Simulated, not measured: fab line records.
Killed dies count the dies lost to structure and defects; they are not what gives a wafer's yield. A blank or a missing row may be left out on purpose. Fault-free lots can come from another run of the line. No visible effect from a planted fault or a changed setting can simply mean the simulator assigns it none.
fab line records	flow sky130
record: lots: 8	wafers: 24	last_day: 50
route steps=708 shown FIELD_ISO@1 PWDE@53 VT_ADJUST_LVTN@104 PAD_OPEN@708
lots untouched by any fault: they come from a run of this same line in which no faults occurred
start_h: start of the lot's first displayed wafer, in hours after the record's first day	wait_h: hours since the lot's step before	" as in the row above	L1.1+2: one row covering several wafers at once	- no value, or no start was given	* or withheld: withheld	< > ~ a bound
route shown NAME@n: names a module that has steps shown in the file, with the first one's number in the route	usual: average and standard deviation across the fault-free wafers	same: alike in all rows	chamber/n: place in a boat	sites: the reading at each site	_std_site: the standard deviation of these	_edge_site: inner sites' mean taken away from outer sites' mean	radius_mm: for every site, how far away it sits from the centre of the wafer	mask NAME#n: copy n	behind: the tool/chamber that last shaped the wafer	hold: why the lot went on hold/how many hours it stayed there/how the hold came to an end	device: transistor that didn't switch, given as n, p or np	end of line: tests of these same wafers at the route's end	where a step has no rows: the recipe by itself	killed: count of dies lost to structure and defects at first sort (not the wafer's yield)	map: the dies of a wafer, with x for killed, . for not killed, _ for no die there
set.NAME: the run value of the setting; set.NAME@STEP: its run value at that earlier step	model.NAME: the simulator's own value behind a step, which no gauge read
one table for each step of the route and one row for each wafer, over a sample of lots
services: from which hour (start_h, from the record's first day; less than 0 if before it) a tool's chamber was out of use, for how many hours, and why
== steps ==
step: SKY_FIELD_ISO_BOW_MEAS_00
recipe: mode: bow
usual: INCOMING_BOW: 0/6.7
lot.wafer	tool	chamber	start_h	wait_h	INCOMING_BOW[um]
L112.2	film_metro-02	-	10.02	-	-6
L112.3	"	-	"	"	-11
L112.6	"	-	"	"	4
L113.1	film_metro-02	-	15.00	-	-4
L113.3	"	-	"	"	0
L113.6	"	-	"	"	11
L123.3	film_metro-04	-	65.04	-	6
L123.4	"	-	"	"	-2
L123.6	"	-	"	"	-3
L125.2	film_metro-02	-	75.02	-	10
L125.4	"	-	"	"	-13
L125.5	"	-	"	"	-2
L126.1	film_metro-02	-	80.00	-	4
L126.3	"	-	"	"	3
L126.6	"	-	"	"	3
L127.1	film_metro-01	-	85.00	-	-2
L127.2	"	-	"	"	2
L127.3	"	-	"	"	10
L132.3	film_metro-01	-	110.04	-	-7
L132.4	"	-	"	"	3
L132.5	"	-	"	"	14
L135.1	film_metro-04	-	125.00	-	-14
L135.4	"	-	"	"	3
L135.5	"	-	"	"	-6
step: SKY_PWDE_IMPLANT_08
recipe: species: B	energy_kev: 150	dose_cm2: 3.6e+12	tilt_deg: withheld
usual: beam_on_s: 9.97/0.2	end_station_pressure_torr: 5.01e-06/2.5e-07	faraday_current_uA: 20.4/0.42
same: implant_ion_amu: 11
lot.wafer	tool	chamber	start_h	wait_h	beam_on_s	end_station_pressure_torr	faraday_current_uA
L112.2	implanter-04	0	72.08	0.0	9.87	5.27e-06	20.6
L112.3	"	0	"	"	10.06	5.67e-06	20.2
L112.6	"	0	"	"	10.15	4.9e-06	20.2
L113.1	implanter-02	0	77.61	0.0	9.75	5.01e-06	20.7
L113.3	"	0	"	"	10.07	5.01e-06	20.2
L113.6	"	0	"	"	9.87	4.99e-06	20.6
L123.3	implanter-01	0	141.93	0.1	11.18	6.961e-05	17.7
L123.4	"	0	"	"	11.36	6.361e-05	17.4
L123.6	"	0	"	"	10.78	6.181e-05	18.3
L125.2	implanter-01	0	145.63	0.0	11.13	6.908e-05	17.7
L125.4	"	0	"	"	11.63	6.28e-05	16.9
L125.5	"	0	"	"	11.15	6.587e-05	17.5
L126.1	implanter-04	0	152.61	0.0	9.68	5.1e-06	21.0
L126.3	"	0	"	"	10.25	5.04e-06	19.8
L126.6	"	0	"	"	10.14	5.57e-06	20.0
L127.1	implanter-04	0	158.78	0.0	10.19	5.24e-06	19.9
L127.2	"	0	"	"	9.68	5.15e-06	21.0
L127.3	"	0	"	"	9.68	4.99e-06	20.9
L132.3	implanter-02	0	186.63	0.1	9.91	5.15e-06	20.5
L132.4	"	0	"	"	9.80	5.14e-06	20.8
L132.5	"	0	"	"	10.00	5.26e-06	20.3
L135.1	implanter-02	0	205.28	0.0	10.05	5.14e-06	20.2
L135.4	"	0	"	"	10.00	4.74e-06	20.3
L135.5	"	0	"	"	10.28	4.89e-06	19.8
step: SKY_PWDE_TW_MEAS_10
usual: PWDE_TW: 373.2/2
lot.wafer	tool	chamber	start_h	wait_h	hold	PWDE_TW
L112.2	film_metro-03	-	72.32	0.1	-	373.8
L112.3	"	-	"	"	-	374.1
L112.6	"	-	"	"	-	372.9
L113.1	film_metro-03	-	77.86	0.1	-	372.0
L113.3	"	-	"	"	-	374.8
L113.6	"	-	"	"	-	375.4
L123.3	film_metro-01	-	142.15	0.1	await_dispo/0.2h/release	383.9
L123.4	"	-	"	"	await_dispo/0.2h/release	382.5
L123.6	"	-	"	"	await_dispo/0.2h/release	383.5
L123.3	film_metro-01	-	142.49	0.3	-	381.4
L123.4	"	-	"	"	-	380.4
L123.6	"	-	"	"	-	382.5
L125.2	film_metro-01	-	145.87	0.1	await_dispo/0.2h/release	385.8
L125.4	"	-	"	"	await_dispo/0.2h/release	386.4
L125.5	"	-	"	"	await_dispo/0.2h/release	385.9
L125.2	film_metro-01	-	146.19	0.3	-	386.6
L125.4	"	-	"	"	-	386.0
L125.5	"	-	"	"	-	386.7
L126.1	film_metro-03	-	152.86	0.1	-	375.3
L126.3	"	-	"	"	-	373.4
L126.6	"	-	"	"	-	376.4
L127.1	film_metro-03	-	159.03	0.1	-	373.3
L127.2	"	-	"	"	-	375.3
L127.3	"	-	"	"	-	373.5
L132.3	film_metro-03	-	186.85	0.1	-	372.7
L132.4	"	-	"	"	-	372.8
L132.5	"	-	"	"	-	374.6
L135.1	film_metro-02	-	205.53	0.1	-	372.3
L135.4	"	-	"	"	-	371.2
L135.5	"	-	"	"	-	369.4
step: SKY_NWELL_RS_MEAS_31
recipe: thk_meas_gauge: four-point-probe
usual: PWDE_RS: 5271/18
lot.wafer	tool	chamber	start_h	wait_h	hold	PWDE_RS[ohm/sq]
L112.2	film_metro-03	-	107.68	0.1	-	5290
L112.3	"	-	"	"	-	5283
L112.6	"	-	"	"	-	5283
L113.1	film_metro-03	-	113.66	0.1	-	5276
L113.3	"	-	"	"	-	5280
L113.6	"	-	"	"	-	5275
L123.3	film_metro-03	-	183.40	0.1	await_dispo/0.2h/release	4899
L123.4	"	-	"	"	await_dispo/0.2h/release	4891
L123.6	"	-	"	"	await_dispo/0.2h/release	4887
L123.3	film_metro-03	-	183.76	0.3	-	4886
L123.4	"	-	"	"	-	4874
L123.6	"	-	"	"	-	4895
L125.2	film_metro-03	-	187.65	0.1	await_dispo/0.2h/release	4889
L125.4	"	-	"	"	await_dispo/0.2h/release	4899
L125.5	"	-	"	"	await_dispo/0.2h/release	4888
L125.2	film_metro-03	-	187.94	0.3	-	4900
L125.4	"	-	"	"	-	4890
L125.5	"	-	"	"	-	4883
L126.1	film_metro-03	-	195.01	0.1	-	5287
L126.3	"	-	"	"	-	5282
L126.6	"	-	"	"	-	5274
L127.1	film_metro-01	-	201.92	0.1	-	5304
L127.2	"	-	"	"	-	5292
L127.3	"	-	"	"	-	5263
L132.3	film_metro-03	-	231.80	0.1	-	5263
L132.4	"	-	"	"	-	5248
L132.5	"	-	"	"	-	5238
L135.1	film_metro-02	-	252.34	0.1	-	5287
L135.4	"	-	"	"	-	5280
L135.5	"	-	"	"	-	5274
step: SKY_VT_ADJUST_LVTN_OVL_MEAS_07
usual: VT_ADJUST_LVTN_OVL: 1.2/1.1
lot.wafer	tool	chamber	start_h	wait_h	VT_ADJUST_LVTN_OVL[nm]
L112.2	overlay-02	-	146.10	-	0.6
L112.3	"	-	"	"	1.3
L112.6	"	-	"	"	1.0
L113.1	overlay-02	-	152.82	-	0.6
L113.3	"	-	"	"	-1.9
L113.6	"	-	"	"	2.8
L123.3	overlay-02	-	227.01	-	1.0
L123.4	"	-	"	"	1.5
L123.6	"	-	"	"	0.0
L125.2	overlay-02	-	232.98	-	1.2
L125.4	"	-	"	"	0.6
L125.5	"	-	"	"	2.2
L126.1	overlay-02	-	240.15	-	1.7
L126.3	"	-	"	"	1.2
L126.6	"	-	"	"	0.2
L127.1	overlay-01	-	246.15	-	-0.8
L127.2	"	-	"	"	1.5
L127.3	"	-	"	"	-0.2
L132.3	overlay-02	-	279.91	-	1.0
L132.4	"	-	"	"	0.3
L132.5	"	-	"	"	-0.4
L135.1	overlay-02	-	301.79	-	3.3
L135.4	"	-	"	"	2.5
L135.5	"	-	"	"	0.0
step: SKY_VT_ADJUST_LVTN_TW_MEAS_10
usual: VT_ADJUST_LVTN_TW: 240.2/2.1
lot.wafer	tool	chamber	start_h	wait_h	VT_ADJUST_LVTN_TW
L112.2	film_metro-01	-	146.39	0.1	241.2
L112.3	"	-	"	"	242.1
L112.6	"	-	"	"	242.5
L113.1	film_metro-04	-	153.11	0.1	237.9
L113.3	"	-	"	"	238.2
L113.6	"	-	"	"	237.5
L123.3	film_metro-01	-	227.31	0.1	241.9
L123.4	"	-	"	"	241.3
L123.6	"	-	"	"	242.0
L125.2	film_metro-04	-	233.27	0.1	237.7
L125.4	"	-	"	"	236.9
L125.5	"	-	"	"	238.0
L126.1	film_metro-01	-	240.44	0.1	240.8
L126.3	"	-	"	"	239.6
L126.6	"	-	"	"	241.1
L127.1	film_metro-03	-	246.44	0.1	239.1
L127.2	"	-	"	"	239.5
L127.3	"	-	"	"	239.4
L132.3	film_metro-03	-	280.21	0.1	240.0
L132.4	"	-	"	"	241.1
L132.5	"	-	"	"	241.8
L135.1	film_metro-04	-	302.08	0.1	237.1
L135.4	"	-	"	"	236.5
L135.5	"	-	"	"	237.1
step: SKY_PAD_OPEN_PROBE_99
usual: killed_at_M0_to_M3: 46/6.7	killed_at_M4_up: 3.3/2	killed_at_contacts: 24/5.4	killed_at_front_end: 15/4.3	killed_at_other: 0.4/0.64	killed_dies: 89/9.1	killed_open: 48/7.2	killed_short: 40/6.3
same: gross_dies: 492	killed_at_back_side: 0
lot.wafer	tool	chamber	start_h	wait_h	killed_at_M0_to_M3	killed_at_M4_up	killed_at_contacts	killed_at_front_end	killed_at_other	killed_dies	killed_open	killed_short
L126.1	prober-02	-	1169.97	0.1	43	5	24	18	0	90	53	37
L126.3	prober-02	-	1170.07	0.2	49	3	24	14	1	91	44	47
L126.6	prober-02	-	1170.22	0.2	40	2	16	21	0	79	43	36
L127.1	prober-01	-	1179.15	0.1	44	2	20	15	1	82	40	42
L127.2	prober-01	-	1179.20	0.1	38	5	21	15	0	79	42	37
L127.3	prober-01	-	1179.25	0.2	49	5	17	8	0	79	43	36
killed by level:class
L126.1 CONTACT:geometric_particle:open=12 VIA2:geometric_particle:open=9 VIA1:geometric_particle:open=9 METAL2:geometric_particle:short=6 FIELD_ISO:geometric_particle:short=5 VIA1:geometric_particle:short=5 VIA3:geometric_particle:open=5 LI_CONTACT:geometric_particle:open=4
L126.3 VIA1:geometric_particle:open=11 CONTACT:geometric_particle:open=8 METAL1:geometric_particle:short=8 LI_CONTACT:geometric_particle:open=6 VIA2:geometric_particle:open=6 CONTACT:geometric_particle:short=5 METAL2:geometric_particle:short=5 VIA2:geometric_particle:short=4
L126.6 FIELD_ISO:geometric_particle:open=9 VIA2:geometric_particle:open=9 CONTACT:geometric_particle:open=7 METAL2:geometric_particle:short=7 FIELD_ISO:geometric_particle:short=6 VIA1:geometric_particle:open=5 LI_CONTACT:geometric_particle:open=4 METAL1:geometric_particle:short=3
L127.1 VIA1:geometric_particle:short=9 VIA3:geometric_particle:open=8 CONTACT:geometric_particle:open=7 VIA1:geometric_particle:open=6 VIA2:geometric_particle:open=6 POLY_GATE:geometric_particle:short=5 CONTACT:geometric_particle:short=5 LOCAL_INTERCONNECT:geometric_particle:short=4
L127.2 VIA1:geometric_particle:open=12 VIA1:geometric_particle:short=7 POLY_GATE:geometric_particle:open=6 LI_CONTACT:geometric_particle:open=6 CONTACT:geometric_particle:short=6 CONTACT:geometric_particle:open=6 VIA2:geometric_particle:open=6 FIELD_ISO:geometric_particle:short=4
L127.3 VIA1:geometric_particle:open=14 METAL2:geometric_particle:short=7 CONTACT:geometric_particle:open=6 VIA3:geometric_particle:open=6 LI_CONTACT:geometric_particle:open=5 METAL1:geometric_particle:short=5 CONTACT:geometric_particle:short=4 VIA2:geometric_particle:short=4
== services ==
tool	chamber	start_h	hours	kind
implanter-01	-	50.38	20.6	pm
implanter-02	-	65.35	1.3	repair
implanter-04	-	76.42	2.0	repair
implanter-04	-	80.83	1.8	repair
implanter-01	-	145.76	8.0	pm
implanter-04	-	176.91	0.6	repair
implanter-04	-	188.94	11.1	repair
== key ==
first_sign: step: SKY_PWDE_IMPLANT_08	reading: end_station_pressure_torr	direction: up	sigmas: 99+	usual: 5.01e-06	struck: 6.546e-05
effect: step: SKY_PWDE_IMPLANT_08	reading: faraday_current_uA	direction: down	sigmas: 6.6	usual: 20.4	struck: 17.6
effect: step: SKY_PWDE_TW_MEAS_10	reading: visit	direction: added
effect: step: SKY_PWDE_TW_MEAS_10	reading: PWDE_TW	direction: up	sigmas: 5.7	usual: 373.2	struck: 384.7
effect: step: SKY_NWELL_RS_MEAS_31	reading: PWDE_RS	direction: down	sigmas: 21	usual: 5271	struck: 4892
met_at SKY_PWDE_IMPLANT_08
struck_lots L123,L125
tester_left_out L123,L125
not_acting_at SKY_FIELD_ISO_BOW_MEAS_00,SKY_VT_ADJUST_LVTN_OVL_MEAS_07,SKY_VT_ADJUST_LVTN_TW_MEAS_10
fault: kind: process_parameter_drift	tool: implanter-01	chamber: -	onset_h: 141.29	steps: SKY_PWDE_IMPLANT_08	channel: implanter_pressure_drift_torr	offset: 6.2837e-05	shape: step	end_h: 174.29
fault: kind: process_parameter_drift	tool: implanter-01	chamber: -	onset_h: 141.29	steps: SKY_PWDE_IMPLANT_08	channel: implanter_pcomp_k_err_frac	offset: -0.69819	shape: step	end_h: 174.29
tester_left_out: of these lots the tester's yield and bins aren't shown, on N5 and GAA mostly nor the transistor test; their killed dies are dies lost to structure and defects alone, not to doping, threshold or leakage, so they don't give the yield
